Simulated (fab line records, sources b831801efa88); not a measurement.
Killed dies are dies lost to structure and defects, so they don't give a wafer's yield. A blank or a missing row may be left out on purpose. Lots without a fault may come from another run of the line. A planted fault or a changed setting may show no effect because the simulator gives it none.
fab line records | flow sky130
record lots=7 wafers=21 last_day=50
route steps=708 shown VIA2@509 PAD_OPEN@708
lots that met no fault: from a run of the same line without faults
start_h: hours from the record's first day to the start of the lot's first wafer shown | wait_h: hours since the lot's step before | " the same as in the row above | L1.1+2: a row that stands for several wafers | - no value, or no start given | * or withheld: withheld | < > ~ a bound
route shown NAME@n: a module of which the file shows steps, and the number in the route of the first | usual: mean/standard deviation of fault-free wafers | same: alike in all rows | chamber/n: place in a boat | sites: the reading at each site | _std_site: their standard deviation | _edge_site: outer sites' mean less inner sites' | radius_mm: how far each site lies from the wafer's centre | mask NAME#n: copy n | behind: the tool/chamber that last shaped the wafer | hold: why the lot was held/for how many hours/how that ended | device: the transistor (n, p or np) that didn't switch | end of line: the same wafers' tests at the end of the route | a step without rows: its recipe alone | killed: dies lost to structure and defects at the first sort, not the wafer's yield | map: a wafer's dies, x killed, . not, _ none there
set.NAME: the setting as run; set.NAME@STEP: as run at that earlier step | model.NAME: the simulator's own value behind a step, which no gauge read
lots at some steps of the route; a table a step, a row a wafer
services: from which hour (start_h, from the record's first day; less than 0 if before it) a tool's chamber was out of use, for how many hours, and why
## steps
# step SKY_VIA2_CMP_02
# recipe material=SiO2 down_force_psi=4 platen_rpm=60 pad_velocity_m_s=0.94248
# usual motor_current_A=12.1/0.93
# columns lot.wafer tool chamber start_h wait_h motor_current_A
L354.1 cmp-01 2 860.79 0.1 10.5
L354.6 " 1 " " 13.2
L354.5 " 2 " " 10.7
L362.4 cmp-01 3 907.97 0.1 12.1
L362.1 " 0 " " 11.2
L362.5 " 3 " " 12.5
L363.2 cmp-02 3 913.51 0.9 12.9
L363.3 " 2 " " 12.3
L363.5 " 3 " " 12.8
L364.1 cmp-02 1 918.80 0.1 11.1
L364.3 " 2 " " 13.3
L364.5 " 3 " " 12.9
L365.4 cmp-01 0 931.52 0.2 11.3
L365.1 " 2 " " 10.6
L365.5 " 0 " " 11.2
L371.2 cmp-02 3 962.78 0.1 13.7
L371.1 " 0 " " 13.3
L371.6 " 3 " " 12.7
L374.3 cmp-01 1 993.48 0.1 13.7
L374.4 " 2 " " 10.6
L374.5 " 3 " " 11.7
# step SKY_VIA2_BOW_MEAS_03
# recipe mode=bow
# usual VIA2_BOW=85/7.6
# columns lot.wafer tool chamber start_h wait_h VIA2_BOW[um]
L354.1 film_metro-01 - 861.04 0.2 87
L354.5 " - " " 86
L354.6 " - " " 90
L362.1 film_metro-04 - 908.22 0.1 77
L362.4 " - " " 93
L362.5 " - " " 80
L363.2 film_metro-03 - 913.83 0.3 89
L363.3 " - " " 93
L363.5 " - " " 91
L364.1 film_metro-04 - 919.00 0.1 91
L364.3 " - " " 84
L364.5 " - " " 85
L365.1 film_metro-03 - 931.77 0.1 93
L365.4 " - " " 90
L365.5 " - " " 84
L371.1 film_metro-04 - 963.03 0.1 86
L371.2 " - " " 91
L371.6 " - " " 82
L374.3 film_metro-04 - 993.72 0.2 83
L374.4 " - " " 88
L374.5 " - " " 75
# step SKY_VIA2_DEHYDRATE_04
# recipe temp_c=200 time_s=60
# step SKY_VIA2_HMDS_05
# recipe prime_time_s=60 prime_temp_c=120
# step SKY_VIA2_COAT_06
# recipe resist=BARC temp_c=withheld time_s=withheld spin_rpm=3000 resist_thk_nm=60
# step SKY_VIA2_COAT_07
# recipe resist=KrF-thick spin_rpm=3000 resist_thk_nm=450
# step SKY_VIA2_SOFTBAKE_08
# recipe temp_c=100 time_s=90 resist=KrF-thick
# step SKY_VIA2_EXPOSE_09
# recipe mask_id=VIM2 na=0.8 source_shape=annular sigma_inner=0.55 sigma_outer=0.85 target_cd_nm=200 dose_mj=38
# step SKY_VIA2_PEB_10
# recipe peb_temp_c=withheld peb_time_s=withheld resist=KrF-thick
# step SKY_VIA2_DEVELOP_11
# recipe develop_time_s=60 resist=KrF-thick dev_temp_c=21
# step SKY_VIA2_CD_MEAS_12
# recipe target_cd_nm=200
# usual cd_nm=200.4/1.7
# columns lot.wafer tool chamber start_h wait_h cd_nm
L354.1 cd_sem-02 - 886.86 - 201.0
L354.5 " - " " 200.1
L354.6 " - " " 201.5
L362.1 cd_sem-02 - 933.44 - 201.4
L362.4 " - " " 201.6
L362.5 " - " " 202.2
L363.2 cd_sem-01 - 938.53 - 199.7
L363.3 " - " " 200.8
L363.5 " - " " 199.2
L364.1 cd_sem-01 - 944.34 - 200.9
L364.3 " - " " 201.7
L364.5 " - " " 201.0
L365.1 cd_sem-02 - 956.39 - 197.9
L365.4 " - " " 198.4
L365.5 " - " " 197.9
L371.1 cd_sem-01 - 986.94 - 200.6
L371.2 " - " " 199.3
L371.6 " - " " 199.9
L374.3 cd_sem-01 - 1016.93 - 198.2
L374.4 " - " " 198.8
L374.5 " - " " 198.3
# step SKY_VIA2_OVL_MEAS_13
# usual VIA2_OVL=-4/5.7
# columns lot.wafer tool chamber start_h wait_h VIA2_OVL[nm]
L354.1 overlay-01 - 886.98 0.1 4
L354.5 " - " " 3
L354.6 " - " " 7
L362.1 overlay-01 - 933.56 0.1 -2
L362.4 " - " " -1
L362.5 " - " " -5
L363.2 overlay-02 - 938.64 0.1 -4
L363.3 " - " " 1
L363.5 " - " " -5
L364.1 overlay-01 - 944.46 0.1 -1
L364.3 " - " " -1
L364.5 " - " " -2
L365.1 overlay-02 - 956.51 0.1 -17
L365.4 " - " " -13
L365.5 " - " " -16
L371.1 overlay-01 - 987.06 0.1 -4
L371.2 " - " " 8
L371.6 " - " " -3
L374.3 overlay-01 - 1017.02 0.1 5
L374.4 " - " " -1
L374.5 " - " " 5
# step SKY_VIA2_ETCH_14
# recipe chemistry=N2/H2 target=BARC ion_energy_ev=200 source_w=500 bias_w=100 pressure_mtorr=30 n2_flow_sccm=100 h2_flow_sccm=200 stop_on=SiO2 time_s=45.9 target_depth_a=600
# usual drypump_motor_current_A=5.8/0.45 oes_product_au=0.854/0.0046 rf_fwd_power_W=495.0/2.1 throttle_valve_pct=13.225/0.009
# same time_s=45.9
# columns lot.wafer tool chamber start_h wait_h drypump_motor_current_A oes_product_au rf_fwd_power_W rf_hours_counter_h throttle_valve_pct model.KrF-thick_of_VIA2_COAT_07.thk_nm
L354.1 rie_diel-02 2 887.02 0.0 5.1 0.851 494.5 8 13.219 393.8
L354.5 " 1 " " 6.0 0.843 493.6 - 13.213 392.5
L354.6 " 2 " " 5.0 0.854 498.5 - 13.225 393.3
L362.1 rie_diel-02 1 933.60 0.0 5.9 0.854 499.8 2 13.204 400.9
L362.4 " 3 " " 6.4 0.853 496.7 9 13.225 401.1
L362.5 " 2 " " 5.1 0.851 495.3 - 13.234 400.4
L363.2 rie_diel-02 0 938.67 0.0 5.6 0.849 495.0 9 13.222 400.6
L363.3 " 2 " " 5.1 0.851 493.9 10 13.223 400.5
L363.5 " 3 " " 6.3 0.864 495.6 - 13.219 398
L364.1 rie_diel-02 0 944.50 0.0 5.6 0.854 496.6 9 13.218 400.8
L364.3 " 2 " " 5.1 0.854 493.9 10 13.237 400.2
L364.5 " 1 " " 5.9 0.858 496.3 - 13.224 398.6
L365.1 rie_diel-03 1 956.55 0.0 6.0 0.859 494.4 15 13.240 394
L365.4 " 3 " " 6.5 0.858 495.6 5 13.223 394.8
L365.5 " 3 " " 6.5 0.856 496.7 - 13.222 396.4
L371.1 rie_diel-03 3 987.10 0.0 6.5 0.856 496.1 6 13.243 395.1
L371.2 " 1 " " 6.0 0.855 494.5 17 13.222 393.6
L371.6 " 2 " " 5.5 0.855 496.4 - 13.213 393
L374.3 rie_diel-02 0 1017.04 0.0 5.6 0.853 499.1 11 13.245 394.8
L374.4 " 2 " " 5.1 0.862 497.2 12 13.234 391.1
L374.5 " 0 " " 5.6 0.849 497.7 - 13.214 395.1
# step SKY_VIA2_ETCH_15
# recipe target=SiO2 chemistry=C4F8/O2/Ar target_depth_nm=546 stop_on=TiN mask_material=KrF-thick source_w=1500 bias_w=1200 pressure_mtorr=40 c4f8_flow_sccm=withheld O2_flow_sccm=6 Ar_flow_sccm=300 time_s=84
# usual oes_product_au=0.939/0.0048 rf_fwd_power_W=1490/5.2
# same time_s=84
# columns lot.wafer tool chamber start_h wait_h oes_product_au rf_fwd_power_W rf_hours_counter_h model.KrF-thick_of_VIA2_COAT_07.thk_nm
L354.1 rie_diel-02 2 887.06 0.0 0.938 1487 8 281.6
L354.5 " 1 " " 0.939 1485 - 279.7
L354.6 " 2 " " 0.941 1488 - 280.8
L362.1 rie_diel-02 1 933.64 0.0 0.944 1495 3 288.6
L362.4 " 3 " " 0.939 1487 9 291.9
L362.5 " 2 " " 0.938 1498 - 288.7
L363.2 rie_diel-02 0 938.71 0.0 0.935 1486 9 293.2
L363.3 " 2 " " 0.932 1487 10 289.8
L363.5 " 3 " " 0.940 1497 - 289.6
L364.1 rie_diel-02 0 944.54 0.0 0.932 1501 9 294.3
L364.3 " 2 " " 0.944 1493 10 289.3
L364.5 " 1 " " 0.941 1492 - 287.4
L365.1 rie_diel-03 1 956.59 0.0 0.935 1489 15 282.7
L365.4 " 3 " " 0.939 1488 5 286.3
L365.5 " 3 " " 0.940 1490 - 287.7
L371.1 rie_diel-03 3 987.14 0.0 0.940 1494 6 285.9
L371.2 " 1 " " 0.937 1494 17 283.1
L371.6 " 2 " " 0.944 1491 - 283
L374.3 rie_diel-02 0 1017.08 0.0 0.937 1492 11 287.2
L374.4 " 2 " " 0.945 1503 12 278.1
L374.5 " 0 " " 0.947 1493 - 288
# step SKY_VIA2_STRIP_16
# recipe chemistry=O2/N2 power_w=1400 pressure_mtorr=1500 platen_temp_c=withheld o2_flow_sccm=3000 n2_flow_sccm=300 overash_fraction=0.5
# usual drypump_motor_current_A=5.9/0.45 oes_product_au=0.399/0.0048 strip_time_to_endpoint_s=4.05/0.035
# same overash_fraction=0.5
# columns lot.wafer tool chamber start_h wait_h drypump_motor_current_A oes_product_au rf_hours_counter_h strip_time_to_endpoint_s
L354.1 plasma_asher-02 1 887.12 0.0 5.7 0.408 82 4.04
L354.5 " 1 " " 5.8 0.390 - 4.00
L354.6 " 0 " " 6.0 0.397 - 4.02
L362.1 plasma_asher-01 0 933.70 0.0 5.8 0.401 106 4.09
L362.4 " 1 " " 6.7 0.402 - 4.14
L362.5 " 1 " " 6.7 0.408 - 4.12
L363.2 plasma_asher-04 1 938.77 0.0 6.0 0.396 49 4.15
L363.3 " 0 " " 5.2 0.396 - 4.11
L363.5 " 1 " " 5.9 0.403 - 4.12
L364.1 plasma_asher-01 1 944.61 0.0 6.7 0.404 107 4.17
L364.3 " 1 " " 6.7 0.411 - 4.12
L364.5 " 1 " " 6.7 0.405 - 4.10
L365.1 plasma_asher-04 0 956.66 0.0 5.2 0.398 51 4.03
L365.4 " 0 " " 5.2 0.404 - 4.09
L365.5 " 0 " " 5.2 0.403 - 4.10
L371.1 plasma_asher-04 0 987.20 0.0 5.2 0.403 54 4.07
L371.2 " 1 " " 5.9 0.395 54 4.03
L371.6 " 0 " " 5.2 0.398 - 4.04
L374.3 plasma_asher-02 0 1017.18 0.1 6.0 0.399 - 4.08
L374.4 " 1 " " 5.7 0.400 - 4.00
L374.5 " 1 " " 5.7 0.400 - 4.11
# step SKY_PAD_OPEN_PROBE_99
# usual defect_limited_yield=82.4/1.9 killed_at_M0_to_M3=44/7.1 killed_at_M4_up=3.5/2 killed_at_contacts=24/5.3 killed_at_front_end=15/4.8 killed_at_other=0.1/0.35 killed_dies=86/9.3 killed_on_rim=17/4 killed_open=47/7.8 killed_short=39/5.9 sort_bin_3_pad_short=0.8/0.42 sort_bin_5_function=10.3/1.4 sort_bin_6_memory=6.4/1.1 sort_n_pass=406/9.3 sort_yield_pct=82.4/1.9
# same gross_dies=492 killed_at_back_side=0 sort_bin_4_leakage[%]=0 sort_bin_8_speed[%]=0
# columns lot.wafer tool chamber start_h wait_h defect_limited_yield[%] killed_at_M0_to_M3 killed_at_M4_up killed_at_contacts killed_at_front_end killed_at_other killed_dies killed_on_rim killed_open killed_short sort_bin_3_pad_short[%] sort_bin_5_function[%] sort_bin_6_memory[%] sort_n_pass sort_yield_pct[%]
L354.1 prober-02 - 1106.41 0.1 82.1 36 4 25 23 0 88 12 46 42 1.2 9.6 7.1 404 82.1
L354.5 prober-02 - 1106.61 0.2 80.1 52 4 23 19 0 98 27 58 40 0.8 11.8 7.3 394 80.1
L354.6 prober-02 - 1106.66 0.2 80.9 47 2 28 16 1 94 26 56 38 0.4 12.0 6.7 398 80.9
L362.1 prober-02 - 1143.35 0.1 82.1 48 1 31 8 0 88 21 57 31 0.2 11.0 6.7 404 82.1
L362.4 prober-02 - 1143.50 0.2 85.2 38 2 20 13 0 73 16 37 36 1.0 9.1 4.7 419 85.2
L362.5 prober-02 - 1143.55 0.2 81.9 48 6 30 5 0 89 17 48 41 0.4 10.4 7.3 403 81.9
L363.2 prober-02 - 1150.14 0.1 79.9 56 3 18 21 1 99 23 52 47 1.0 10.0 9.1 393 79.9
L363.3 prober-02 - 1150.19 0.2 81.3 42 3 23 24 0 92 18 49 43 1.4 9.8 7.5 400 81.3
L363.5 prober-02 - 1150.29 0.2 83.1 52 0 18 13 0 83 17 45 38 0.4 10.4 6.1 409 83.1
L365.1 prober-02 - 1161.56 0.1 83.1 48 2 21 12 0 83 18 51 32 0.2 10.4 6.3 409 83.1
L365.4 prober-02 - 1161.71 0.2 81.1 49 2 27 15 0 93 22 51 42 1.2 11.2 6.5 399 81.1
L365.5 prober-02 - 1161.76 0.2 81.7 46 3 26 15 0 90 15 43 47 1.4 10.0 6.9 402 81.7
L371.1 prober-02 - 1182.67 0.1 79.1 55 7 25 16 0 103 22 60 43 1.0 12.0 7.9 389 79.1
L371.2 prober-02 - 1182.72 0.1 81.7 44 5 25 16 0 90 21 41 49 1.0 9.3 7.9 402 81.7
L371.6 prober-02 - 1182.92 0.2 84.8 32 7 12 24 0 75 14 33 42 0.8 8.3 6.1 417 84.8
# killed by level:class
L354.1 METAL1:geometric_particle:short=9 CONTACT:geometric_particle:open=9 POLY_GATE:geometric_particle:short=6 POLY_GATE:geometric_particle:open=6 LI_CONTACT:geometric_particle:open=6 CONTACT:geometric_particle:short=6 VIA1:geometric_particle:open=5 METAL2:geometric_particle:short=5
L354.5 VIA1:geometric_particle:open=15 VIA2:geometric_particle:open=11 FIELD_ISO:geometric_particle:open=8 LI_CONTACT:geometric_particle:open=8 CONTACT:geometric_particle:short=5 VIA1:geometric_particle:short=5 METAL2:geometric_particle:short=5 VIA3:geometric_particle:open=5
L354.6 VIA1:geometric_particle:open=19 CONTACT:geometric_particle:open=10 LI_CONTACT:geometric_particle:open=7 CONTACT:geometric_particle:short=6 FIELD_ISO:geometric_particle:open=4 POLY_GATE:geometric_particle:open=4 METAL1:geometric_particle:short=4 METAL2:geometric_particle:short=4
L362.1 CONTACT:geometric_particle:open=19 VIA1:geometric_particle:open=9 VIA2:geometric_particle:short=7 VIA3:geometric_particle:open=7 METAL1:geometric_particle:short=6 LI_CONTACT:geometric_particle:open=4 METAL2:geometric_particle:short=4 METAL2:geometric_particle:open=4
L362.4 CONTACT:geometric_particle:open=8 VIA1:geometric_particle:short=8 VIA1:geometric_particle:open=8 LI_CONTACT:geometric_particle:open=6 METAL1:geometric_particle:short=5 FIELD_ISO:geometric_particle:short=4 FIELD_ISO:geometric_particle:open=3 LOCAL_INTERCONNECT:geometric_particle:short=3
L362.5 CONTACT:geometric_particle:open=14 VIA1:geometric_particle:open=11 CONTACT:geometric_particle:short=7 VIA1:geometric_particle:short=7 VIA3:geometric_particle:open=7 METAL2:geometric_particle:short=6 LI_CONTACT:geometric_particle:short=4 VIA3:geometric_particle:short=4
L363.2 VIA1:geometric_particle:open=11 CONTACT:geometric_particle:open=10 METAL2:geometric_particle:short=7 METAL1:geometric_particle:short=6 VIA1:geometric_particle:short=6 VIA3:geometric_particle:open=6 FIELD_ISO:geometric_particle:short=5 METAL3:geometric_particle:short=5
L363.3 CONTACT:geometric_particle:open=14 FIELD_ISO:geometric_particle:open=8 METAL1:geometric_particle:short=8 VIA3:geometric_particle:open=7 VIA1:geometric_particle:open=5 FIELD_ISO:geometric_particle:short=4 POLY_GATE:geometric_particle:short=4 METAL2:geometric_particle:short=4
L363.5 METAL1:geometric_particle:short=9 VIA1:geometric_particle:open=9 VIA2:geometric_particle:open=8 CONTACT:geometric_particle:open=6 VIA1:geometric_particle:short=6 POLY_GATE:geometric_particle:open=5 CONTACT:geometric_particle:short=5 METAL1:geometric_particle:open=5
L365.1 VIA1:geometric_particle:open=11 VIA3:geometric_particle:open=9 CONTACT:geometric_particle:open=8 LI_CONTACT:geometric_particle:open=6 VIA2:geometric_particle:open=6 METAL1:geometric_particle:short=5 VIA1:geometric_particle:short=4 POLY_GATE:geometric_particle:open=3
L365.4 LI_CONTACT:geometric_particle:open=13 VIA1:geometric_particle:open=10 CONTACT:geometric_particle:open=8 VIA1:geometric_particle:short=6 METAL1:geometric_particle:short=6 METAL2:geometric_particle:short=6 METAL3:geometric_particle:short=6 VIA3:geometric_particle:open=6
L365.5 METAL2:geometric_particle:short=12 LI_CONTACT:geometric_particle:open=10 CONTACT:geometric_particle:open=9 POLY_GATE:geometric_particle:open=6 METAL1:geometric_particle:short=6 VIA1:geometric_particle:open=5 POLY_GATE:geometric_particle:short=4 CONTACT:geometric_particle:short=4
L371.1 VIA1:geometric_particle:open=14 CONTACT:geometric_particle:open=12 METAL1:geometric_particle:short=6 VIA2:geometric_particle:open=6 VIA3:geometric_particle:open=6 LI_CONTACT:geometric_particle:open=5 VIA1:geometric_particle:short=5 METAL3:geometric_particle:short=5
L371.2 METAL2:geometric_particle:short=10 LI_CONTACT:geometric_particle:open=9 METAL1:geometric_particle:short=6 CONTACT:geometric_particle:open=6 VIA1:geometric_particle:open=6 LOCAL_INTERCONNECT:geometric_particle:short=5 VIA2:geometric_particle:short=5 VIA3:geometric_particle:open=5
L371.6 FIELD_ISO:geometric_particle:open=8 VIA1:geometric_particle:open=7 FIELD_ISO:geometric_particle:short=6 METAL4:geometric_particle:short=6 METAL1:geometric_particle:short=5 METAL2:geometric_particle:short=5 POLY_GATE:geometric_particle:open=4 LI_CONTACT:geometric_particle:open=3
## services
# columns tool chamber start_h hours kind
plasma_asher-01 - 837.02 6.3 repair
plasma_asher-01 - 872.86 2.8 pm
rie_diel-02 2 878.79 4.8 repair
cmp-02 - 892.55 1.7 repair
plasma_asher-02 - 892.86 1.8 repair
cmp-02 - 909.06 1.4 repair
cmp-02 - 911.59 1.9 repair
cmp-01 - 912.00 4.0 pm
cmp-01 - 916.00 - consumable_replace:conditioner
cmp-01 - 916.00 - consumable_replace:pad
cmp-02 - 931.26 2.0 repair
plasma_asher-02 - 949.83 2.0 repair
rie_diel-02 1 950.09 3.8 repair
rie_diel-02 1 957.42 1.2 repair
rie_diel-02 3 960.95 2.8 repair
rie_diel-02 1 970.46 3.4 repair
rie_diel-03 0 992.67 10.2 repair
rie_diel-03 - 994.00 24.8 repair
rie_diel-02 2 1002.76 2.9 repair
cmp-02 - 1014.86 12.2 pm
plasma_asher-01 - 1015.16 38.0 repair
rie_diel-03 - 1016.12 1.1 repair
## key
first_sign none at tools or gauges
model_effect step=SKY_VIA2_ETCH_14 value=KrF-thick_of_VIA2_COAT_07.thk_nm without=392.6 struck=400.1
model_effect step=SKY_VIA2_ETCH_15 value=KrF-thick_of_VIA2_COAT_07.thk_nm without=282.8 struck=290.3
met_at SKY_VIA2_ETCH_14
struck_wafers L362.1,L362.4,L362.5,L363.2,L363.3,L363.5,L364.1,L364.3,L364.5
onset_between 887.02 933.60
fault kind=process_parameter_drift tool=rie_diel-02 chamber=- onset_h=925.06 steps=SKY_VIA2_ETCH_14 channel=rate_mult offset=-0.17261 shape=step end_h=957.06
